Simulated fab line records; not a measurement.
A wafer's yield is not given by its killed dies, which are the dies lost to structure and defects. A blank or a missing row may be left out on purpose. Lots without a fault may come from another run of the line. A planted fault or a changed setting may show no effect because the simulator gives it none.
Which of the tools did it? :: flow sky130 :: 14 lots, 42 wafers sampled, at 6 steps of a route of 708

WHAT THE GAUGES SHOWED, per wafer
SKY_LDD_N_TW_MEAS_17.
lot: L408
measured: day 18 16:07
on: film_metro-02
LDD_N_TW: 2622 2618 2621

lot: L409
measured: day 18 21:46
on: film_metro-01
LDD_N_TW: 2637 2648 2663

lot: L410
measured: day 19 10:52
on: film_metro-03
LDD_N_TW: 2573 2581 2576

lot: L412
measured: day 19 18:20
on: film_metro-02
LDD_N_TW: 2479 2493 2489

lot: L411
measured: day 19 21:32
on: film_metro-01
LDD_N_TW: 2513 2511 2517

lot: L415
measured: day 21 12:04
on: film_metro-01
LDD_N_TW: 2630 2634 2646

lot: L417
measured: day 22 03:46
on: film_metro-02
LDD_N_TW: 2619 2597 2623

lot: L420
measured: day 22 22:46
on: film_metro-03
LDD_N_TW: 2588 2579 2574

lot: L423
measured: day 23 21:31
on: film_metro-02
LDD_N_TW: 2625 2628 2622

lot: L424
measured: day 24 03:02
on: film_metro-02
LDD_N_TW: 2607 2599 2604

lot: L425
measured: day 24 14:49
on: film_metro-03
LDD_N_TW: 2560 2567 2558

lot: L426
measured: day 24 23:19
on: film_metro-03
LDD_N_TW: 2572 2570 2579

lot: L428
measured: day 25 16:43
on: film_metro-03
LDD_N_TW: 2588 2589 2588

lot: L429
measured: day 25 23:13
on: film_metro-01
LDD_N_TW: 2627 2640 2623

SKY_METAL1_OVL_MEAS_16.
lot: L408
measured: day 33 13:51
on: overlay-02
METAL1_OVL (nm): -6 -4 -9

lot: L409
measured: day 33 19:06
on: overlay-02
METAL1_OVL (nm): -9 -7 -4

lot: L410
measured: day 34 08:27
on: overlay-02
METAL1_OVL (nm): -2 -1 2

lot: L415
measured: day 35 23:04
on: overlay-01
METAL1_OVL (nm): 2 -2 -6

lot: L417
measured: day 36 15:23
on: overlay-01
METAL1_OVL (nm): -5 -4 -5

lot: L420
measured: day 37 07:30
on: overlay-02
METAL1_OVL (nm): -4 -3 -8

lot: L423
measured: day 38 01:42
on: overlay-02
METAL1_OVL (nm): 7 -1 2

lot: L424
measured: day 38 06:25
on: overlay-01
METAL1_OVL (nm): -2 -6 -2

lot: L425
measured: day 38 17:09
on: overlay-01
METAL1_OVL (nm): 6 -3 3

lot: L426
measured: day 39 03:07
on: overlay-01
METAL1_OVL (nm): -3 -8 -6

lot: L428
measured: day 39 13:40
on: overlay-02
METAL1_OVL (nm): -7 -3 -5

lot: L429
measured: day 39 18:27
on: overlay-01
METAL1_OVL (nm): -8 -11 -8

WHAT TOOL EACH LOT RAN ON (gives the tool, then ch and the chambers of the sampled wafers, and finally the start)
lot: L408
SKY_LDD_N_IMPLANT_09: implanter-02 ch 0, day 18 14:58
SKY_LDD_N_STRIP_16: plasma_asher-03 ch 0,1, day 18 16:01
SKY_LI_CONTACT_CVD_21: cvd_w-02 ch 0,1, day 29 23:26
SKY_CONTACT_CVD_24: cvd_w-01 ch 0,1, day 32 09:37

lot: L409
SKY_LDD_N_IMPLANT_09: implanter-02 ch 0, day 18 20:38
SKY_LDD_N_STRIP_16: plasma_asher-02 ch 1, day 18 21:40
SKY_LI_CONTACT_CVD_21: cvd_w-02 ch 0, day 30 04:08
SKY_CONTACT_CVD_24: cvd_w-01 ch 0,1, day 32 15:01

lot: L410
SKY_LDD_N_IMPLANT_09: implanter-02 ch 0, day 19 09:43
SKY_LDD_N_STRIP_16: plasma_asher-02 ch 0,1, day 19 10:46
SKY_LI_CONTACT_CVD_21: cvd_w-02 ch 0,1, day 30 18:11
SKY_CONTACT_CVD_24: cvd_w-02 ch 0,1, day 33 04:34

lot: L412
SKY_LDD_N_IMPLANT_09: implanter-04, day 19 17:13
SKY_LDD_N_STRIP_16: plasma_asher-02 ch 0,1, day 19 18:14
SKY_LI_CONTACT_CVD_21: -
SKY_CONTACT_CVD_24: -

lot: L411
SKY_LDD_N_IMPLANT_09: implanter-04, day 19 20:25
SKY_LDD_N_STRIP_16: plasma_asher-04 ch 0,1, day 19 21:27
SKY_LI_CONTACT_CVD_21: -
SKY_CONTACT_CVD_24: -

lot: L415
SKY_LDD_N_IMPLANT_09: implanter-02 ch 0, day 21 10:56
SKY_LDD_N_STRIP_16: plasma_asher-04 ch 0, day 21 11:58
SKY_LI_CONTACT_CVD_21: cvd_w-02 ch 0,1, day 32 12:07
SKY_CONTACT_CVD_24: cvd_w-01 ch 0,1, day 34 20:25

lot: L417
SKY_LDD_N_IMPLANT_09: implanter-01 ch 0, day 22 02:37
SKY_LDD_N_STRIP_16: plasma_asher-02 ch 0,1, day 22 03:40
SKY_LI_CONTACT_CVD_21: cvd_w-01 ch 0,1, day 33 04:11
SKY_CONTACT_CVD_24: cvd_w-01 ch 0,1, day 35 12:14

lot: L420
SKY_LDD_N_IMPLANT_09: implanter-04 ch 0, day 22 21:37
SKY_LDD_N_STRIP_16: plasma_asher-02 ch 0,1, day 22 22:40
SKY_LI_CONTACT_CVD_21: cvd_w-01 ch 0,1, day 33 20:23
SKY_CONTACT_CVD_24: cvd_w-01 ch 0,1, day 36 04:31

lot: L423
SKY_LDD_N_IMPLANT_09: implanter-04 ch 0, day 23 19:22
SKY_LDD_N_STRIP_16: plasma_asher-04 ch 0,1, day 23 21:25
SKY_LI_CONTACT_CVD_21: cvd_w-02 ch 0,1, day 34 15:38
SKY_CONTACT_CVD_24: cvd_w-01 ch 0,1, day 36 23:08

lot: L424
SKY_LDD_N_IMPLANT_09: implanter-02 ch 0, day 24 01:56
SKY_LDD_N_STRIP_16: plasma_asher-03 ch 0,1, day 24 02:57
SKY_LI_CONTACT_CVD_21: cvd_w-02 ch 0,1, day 34 19:51
SKY_CONTACT_CVD_24: cvd_w-02 ch 1, day 37 03:13

lot: L425
SKY_LDD_N_IMPLANT_09: implanter-04 ch 0, day 24 13:40
SKY_LDD_N_STRIP_16: plasma_asher-03 ch 0,1, day 24 14:43
SKY_LI_CONTACT_CVD_21: cvd_w-01 ch 0,1, day 35 08:38
SKY_CONTACT_CVD_24: cvd_w-01 ch 0,1, day 37 15:19

lot: L426
SKY_LDD_N_IMPLANT_09: implanter-01 ch 0, day 24 22:11
SKY_LDD_N_STRIP_16: plasma_asher-03 ch 0,1, day 24 23:13
SKY_LI_CONTACT_CVD_21: cvd_w-01 ch 0,1, day 35 17:14
SKY_CONTACT_CVD_24: cvd_w-01 ch 0,1, day 38 00:48

lot: L428
SKY_LDD_N_IMPLANT_09: implanter-04 ch 0, day 25 15:35
SKY_LDD_N_STRIP_16: plasma_asher-02 ch 0,1, day 25 16:37
SKY_LI_CONTACT_CVD_21: cvd_w-02 ch 1, day 36 05:41
SKY_CONTACT_CVD_24: cvd_w-02 ch 0,1, day 38 11:49

lot: L429
SKY_LDD_N_IMPLANT_09: implanter-02 ch 0, day 25 22:05
SKY_LDD_N_STRIP_16: plasma_asher-03 ch 0,1, day 25 23:07
SKY_LI_CONTACT_CVD_21: cvd_w-02 ch 1, day 36 11:23
SKY_CONTACT_CVD_24: cvd_w-01 ch 0, day 38 16:55
- SKY_LDD_N_IMPLANT_09
- SKY_LDD_N_STRIP_16: strips in O2/N2.
- SKY_LI_CONTACT_CVD_21: deposits W, target thk 400 nm, time 120.56 s.
- SKY_CONTACT_CVD_24: deposits W, target thk 340 nm, time 102.12 s.

WHAT THE TOOLS THEMSELVES READ (means of the sampled wafers that have a number; where no wafer has one, the mark that the record gives instead)
SKY_LDD_N_IMPLANT_09.
lot: L408
tool: implanter-02
beam_energy_keV: 20.005
beam_on_s (s): 9.92
dose_ions_cm2: 7.498e+13

lot: L409
tool: implanter-02
beam_energy_keV: 20.000
beam_on_s (s): 10.13
dose_ions_cm2: 7.500e+13

lot: L410
tool: implanter-02
beam_energy_keV: 19.991
beam_on_s (s): 10.06
dose_ions_cm2: 7.495e+13

lot: L412
tool: implanter-04
beam_energy_keV: -
beam_on_s (s): -
dose_ions_cm2: -

lot: L411
tool: implanter-04
beam_energy_keV: -
beam_on_s (s): -
dose_ions_cm2: -

lot: L415
tool: implanter-02
beam_energy_keV: 19.999
beam_on_s (s): 9.96
dose_ions_cm2: 7.500e+13

lot: L417
tool: implanter-01
beam_energy_keV: 19.998
beam_on_s (s): 9.90
dose_ions_cm2: 7.498e+13

lot: L420
tool: implanter-04
beam_energy_keV: 20.006
beam_on_s (s): 10.02
dose_ions_cm2: 7.497e+13

lot: L423
tool: implanter-04
beam_energy_keV: 20.001
beam_on_s (s): 9.92
dose_ions_cm2: 7.515e+13

lot: L424
tool: implanter-02
beam_energy_keV: 20.000
beam_on_s (s): 9.89
dose_ions_cm2: 7.501e+13

lot: L425
tool: implanter-04
beam_energy_keV: 19.999
beam_on_s (s): 10.24
dose_ions_cm2: 7.499e+13

lot: L426
tool: implanter-01
beam_energy_keV: 19.992
beam_on_s (s): 10.02
dose_ions_cm2: 7.506e+13

lot: L428
tool: implanter-04
beam_energy_keV: 20.000
beam_on_s (s): 9.92
dose_ions_cm2: 7.505e+13

lot: L429
tool: implanter-02
beam_energy_keV: 19.988
beam_on_s (s): 10.13
dose_ions_cm2: 7.502e+13

SKY_LDD_N_STRIP_16.
lot: L408
tool: plasma_asher-03
drypump_motor_current_A (A): 5.5
oes_product_au (a.u.): 0.408
strip_time_to_endpoint_s (s): 4.328

lot: L409
tool: plasma_asher-02
drypump_motor_current_A (A): 5.8
oes_product_au (a.u.): 0.405
strip_time_to_endpoint_s (s): 4.302

lot: L410
tool: plasma_asher-02
drypump_motor_current_A (A): 5.7
oes_product_au (a.u.): 0.410
strip_time_to_endpoint_s (s): 4.326

lot: L412
tool: plasma_asher-02
drypump_motor_current_A (A): 5.7
oes_product_au (a.u.): 0.407
strip_time_to_endpoint_s (s): 4.165

lot: L411
tool: plasma_asher-04
drypump_motor_current_A (A): 5.9
oes_product_au (a.u.): 0.412
strip_time_to_endpoint_s (s): 4.155

lot: L415
tool: plasma_asher-04
drypump_motor_current_A (A): 5.8
oes_product_au (a.u.): 0.409
strip_time_to_endpoint_s (s): 4.324

lot: L417
tool: plasma_asher-02
drypump_motor_current_A (A): 5.8
oes_product_au (a.u.): 0.407
strip_time_to_endpoint_s (s): 4.302

lot: L420
tool: plasma_asher-02
drypump_motor_current_A (A): 5.7
oes_product_au (a.u.): 0.407
strip_time_to_endpoint_s (s): 4.322

lot: L423
tool: plasma_asher-04
drypump_motor_current_A (A): 5.8
oes_product_au (a.u.): 0.409
strip_time_to_endpoint_s (s): 4.322

lot: L424
tool: plasma_asher-03
drypump_motor_current_A (A): 5.2
oes_product_au (a.u.): 0.406
strip_time_to_endpoint_s (s): 4.319

lot: L425
tool: plasma_asher-03
drypump_motor_current_A (A): 5.2
oes_product_au (a.u.): 0.407
strip_time_to_endpoint_s (s): 4.333

lot: L426
tool: plasma_asher-03
drypump_motor_current_A (A): 5.5
oes_product_au (a.u.): 0.405
strip_time_to_endpoint_s (s): 4.325

lot: L428
tool: plasma_asher-02
drypump_motor_current_A (A): 5.7
oes_product_au (a.u.): 0.412
strip_time_to_endpoint_s (s): 4.321

lot: L429
tool: plasma_asher-03
drypump_motor_current_A (A): 5.5
oes_product_au (a.u.): 0.409
strip_time_to_endpoint_s (s): 4.322

SKY_LI_CONTACT_CVD_21.
lot: L408
tool: cvd_w-02
heater_power_w (W): 924

lot: L409
tool: cvd_w-02
heater_power_w (W): 927

lot: L410
tool: cvd_w-02
heater_power_w (W): 880

lot: L415
tool: cvd_w-02
heater_power_w (W): 907

lot: L417
tool: cvd_w-01
heater_power_w (W): 861

lot: L420
tool: cvd_w-01
heater_power_w (W): 880

lot: L423
tool: cvd_w-02
heater_power_w (W): 895

lot: L424
tool: cvd_w-02
heater_power_w (W): 896

lot: L425
tool: cvd_w-01
heater_power_w (W): 888

lot: L426
tool: cvd_w-01
heater_power_w (W): 866

lot: L428
tool: cvd_w-02
heater_power_w (W): 878

lot: L429
tool: cvd_w-02
heater_power_w (W): 867

SKY_CONTACT_CVD_24.
lot: L408
tool: cvd_w-01
heater_power_w (W): 855

lot: L409
tool: cvd_w-01
heater_power_w (W): 865

lot: L410
tool: cvd_w-02
heater_power_w (W): 923

lot: L415
tool: cvd_w-01
heater_power_w (W): 855

lot: L417
tool: cvd_w-01
heater_power_w (W): 856

lot: L420
tool: cvd_w-01
heater_power_w (W): 860

lot: L423
tool: cvd_w-01
heater_power_w (W): 858

lot: L424
tool: cvd_w-02
heater_power_w (W): 880

lot: L425
tool: cvd_w-01
heater_power_w (W): 866

lot: L426
tool: cvd_w-01
heater_power_w (W): 869

lot: L428
tool: cvd_w-02
heater_power_w (W): 896

lot: L429
tool: cvd_w-01
heater_power_w (W): 858

THE ANSWER, worked out from the rows above alone
Rule: what is usual is taken from the lots themselves. Put in order of their means at a reading, lots are off if they are a third of the lots or fewer, leave a main group of 4 or more, and stand apart from it by a gap of 3 or more times the standard deviation of the main group's means; of several such gaps the widest counts. Not used: any main group whose means are identical at the precision the tables above print for the reading. Also off: a lot with no number at a reading for which 4 or more lots have one. The other lots that the step has rows for count as sound. The gauges are gone through in route order, then the tools' own readings, and for those a lot's mean is taken as printed above. The first step at which some lot is off is used, and at that step the reading that is off furthest; a lot without a number counts as furthest.
Off, at SKY_LDD_N_IMPLANT_09 on beam_energy_keV: L412, L411. Without a number there: L412, L411. The main group: mean 19.998, standard deviation 0.0052.
A tool fits if, at that step or a process step before it, it ran every lot that is off, and no sound lot after the first of them. Of those tried, none fits.

WHAT THE SIMULATOR PUT IN
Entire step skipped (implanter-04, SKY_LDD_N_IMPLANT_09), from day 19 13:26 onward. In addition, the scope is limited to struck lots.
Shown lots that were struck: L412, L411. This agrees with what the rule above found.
